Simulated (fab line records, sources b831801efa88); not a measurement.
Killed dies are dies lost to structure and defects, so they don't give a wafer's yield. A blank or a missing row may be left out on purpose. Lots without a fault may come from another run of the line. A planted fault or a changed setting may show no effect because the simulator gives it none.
A struck lot beside a sound one | flow sky130 | 27 steps out of a route of 708
Sound: wafers L507.4, L507.5, L507.6. Struck: wafer L523.3. (L523.2, L523.6 of the same lot were not struck and are left out.) The cause comes at the end.
At each step with rows: each side's tool, then ch and its chambers, then its first start. Under that, the readings that differ: sound wafers | struck wafers | difference of the means | sigmas: that difference in standard deviations of wafers without a fault.
alike: readings whose means differ by less than 2 such deviations, and words and numbers that are the same on both sides. not compared: withheld readings, readings that some wafer has no value for, bounds like >300 that may hide the same value, and numbers for which the record gives no deviation and whose values overlap.
The two part at a step that has a row with sigmas, a row that says differs or no value, or rows on one side only. Numbers that don't overlap but have no deviation are shown without sigmas and don't part them. A reading that every wafer of one side lacks parts them only if that side has two wafers or more.

first, 2 steps without rows for these wafers: SKY_VIA2_SPUTTER_20 (material TiN, target thk 20 nm, time 80 s); SKY_VIA2_CVD_21 (deposits W, target thk 420 nm, time 126.4 s).
SKY_VIA2_RS_MEAS_22: measures by four-point-probe.
  sound on film_metro-03, day 37 00:01; struck on film_metro-02, day 41 07:40
  alike: VIA2_W_RS
SKY_VIA2_THK_MEAS_23: measures by xrf.
  sound on film_metro-03, day 37 00:07; struck on film_metro-02, day 41 07:47
  alike: VIA2_W_THK
SKY_VIA2_CMP_24: polishes, stops on SiO2, t overpolish 20 s, target thk 0 nm.
  sound on cmp-02 ch 0,1,2, day 37 00:14; struck on cmp-01 ch 2, day 41 07:53
  alike: motor_current_A, overpolish_run_s, slurry_filter_dp_kPa, time_to_endpoint_s
SKY_METAL3_SPUTTER_00: material Ti, target thk 15 nm, time 10 s.
  sound on pvd_sputter-02, day 37 00:27; struck on pvd_sputter-02, day 41 08:08
  alike: chamber_pressure_pa, throttle_valve_pct
SKY_METAL3_SPUTTER_01: material TiN, target thk 20 nm, time 16.7 s.
  sound on pvd_sputter-02, day 37 00:29; struck on pvd_sputter-02, day 41 08:09
  reading                | sound          | struck | difference | sigmas
  throttle_valve_pct (%) | 29.1 30.0 29.5 | 27.5   | -2.0       | -2
  alike: chamber_pressure_pa
SKY_METAL3_SPUTTER_02: material AlCu, target thk 735 nm, time 39.1 s.
  sound on pvd_sputter-02, day 37 00:31; struck on pvd_sputter-02, day 41 08:11
  reading                | sound          | struck | difference | sigmas
  throttle_valve_pct (%) | 29.0 29.9 29.4 | 27.2   | -2.2       | -2
  alike: chamber_pressure_pa
then, 1 step without rows for these wafers: SKY_METAL3_SPUTTER_03 (material Ti, target thk 5 nm, time 3.3 s).
SKY_METAL3_SPUTTER_04: material TiN, target thk 70 nm, time 58.3 s.
  sound on pvd_sputter-02, day 37 00:34; struck on pvd_sputter-02, day 41 08:14
  reading                  | sound                | struck | difference | sigmas
  chamber_pressure_pa (Pa) | 0.4006 0.4008 0.3997 | 0.3981 | -0.0023    | -3
  throttle_valve_pct (%)   | 29.1 29.7 29.6       | 27.2   | -2.3       | -2
then, 1 step without rows for these wafers: SKY_CAPM_CVD_00 (deposits SiO2, target thk 15.5 nm).
SKY_CAPM_THK_MEAS_01:
  sound on film_metro-04, day 37 00:39; struck on film_metro-03, day 41 08:19
  alike: CAPM_CVD_00_THK
SKY_CAPM_SPUTTER_02: material TiN, target thk 200 nm, time 166.7 s.
  sound on pvd_sputter-01, day 37 00:41; struck on pvd_sputter-04, day 41 08:22
  reading                                  | sound             | struck | difference | sigmas
  model.TiN_of_CAPM_SPUTTER_02.thk_nm (nm) | 201.4 200.2 201.7 | 307.1  | +106.0     |
  alike: chamber_pressure_pa, throttle_valve_pct
SKY_CAPM_RS_MEAS_03: measures by four-point-probe.
  sound on film_metro-03, day 37 00:51; struck on film_metro-01, day 41 08:47
  reading              | sound          | struck | difference | sigmas
  CAPM_TIN_RS (ohm/sq) | 6.85 6.90 6.85 | 4.46   | -2.41      | -29
  not compared: hold
SKY_CAPM_THK_MEAS_04: measures by xrf.
  sound on film_metro-03, day 37 00:56; struck on film_metro-01, day 41 10:26
  reading           | sound             | struck | difference | sigmas
  CAPM_TIN_THK (nm) | 201.9 200.5 202.2 | 306.4  | +104.9     | +42
  not compared: hold
then, 6 steps without rows for these wafers: SKY_CAPM_HMDS_06 (prime time 60 s); SKY_CAPM_COAT_07 (resist thk 1140 nm); SKY_CAPM_SOFTBAKE_08 (time 60 s); SKY_CAPM_EXPOSE_09 (exposes mask CAPM, target cd 1000 nm); SKY_CAPM_PEB_10; SKY_CAPM_DEVELOP_11 (develop time 60 s).
SKY_CAPM_OVL_MEAS_12:
  sound on overlay-02, day 38 02:17; struck on overlay-02, day 42 08:16
  alike: CAPM_OVL
SKY_CAPM_METAL_ETCH_13: etches TiN in Cl2/BCl3, stops on SiO2, target depth 220 nm, time 62.9 s.
  sound on rie_metal-03 ch 0,1, day 38 02:20; struck on rie_metal-02 ch 0, day 42 08:18
  reading                | sound                | struck | difference | sigmas
  oes_product_au (a.u.)  | 0.944 0.939 0.944    | 0.994  | +0.052     | +7
  throttle_valve_pct (%) | 21.907 21.902 21.896 | 21.868 | -0.034     | -3
  alike: drypump_motor_current_A
  not compared: rf_hours_counter_h
then, 1 step without rows for these wafers: SKY_CAPM_STRIP_14 (strips in O2/N2).
SKY_CAPM_STRIP_15: strips in post etch residue remover, time 1200 s.
  sound on wet_bench-04 ch 0, day 38 02:29; struck on wet_bench-01 ch 1, day 42 08:29
  reading                                  | sound           | struck | difference | sigmas
  model.TiN_of_CAPM_SPUTTER_02.thk_nm (nm) | 201 199.8 201.3 | 306.7  | +106.0     |
then, 1 step without rows for these wafers: SKY_CAPM_CLEAN_16 (cleans in IPA, time 180 s).
-- the record jumps here: 7 days lie between the struck wafers' starts before and after (it left off in module CAPM and takes up again in module PAD_OPEN, whose first step shown is number 708 of the route) --
SKY_PAD_OPEN_PROBE_99:
  the record has rows for the struck wafers here (prober-01, day 49 16:20) and none for the sound ones

WHERE THEY PART
First at SKY_METAL3_SPUTTER_01; last, within this record, at SKY_PAD_OPEN_PROBE_99.

WHY: what the simulator had put in
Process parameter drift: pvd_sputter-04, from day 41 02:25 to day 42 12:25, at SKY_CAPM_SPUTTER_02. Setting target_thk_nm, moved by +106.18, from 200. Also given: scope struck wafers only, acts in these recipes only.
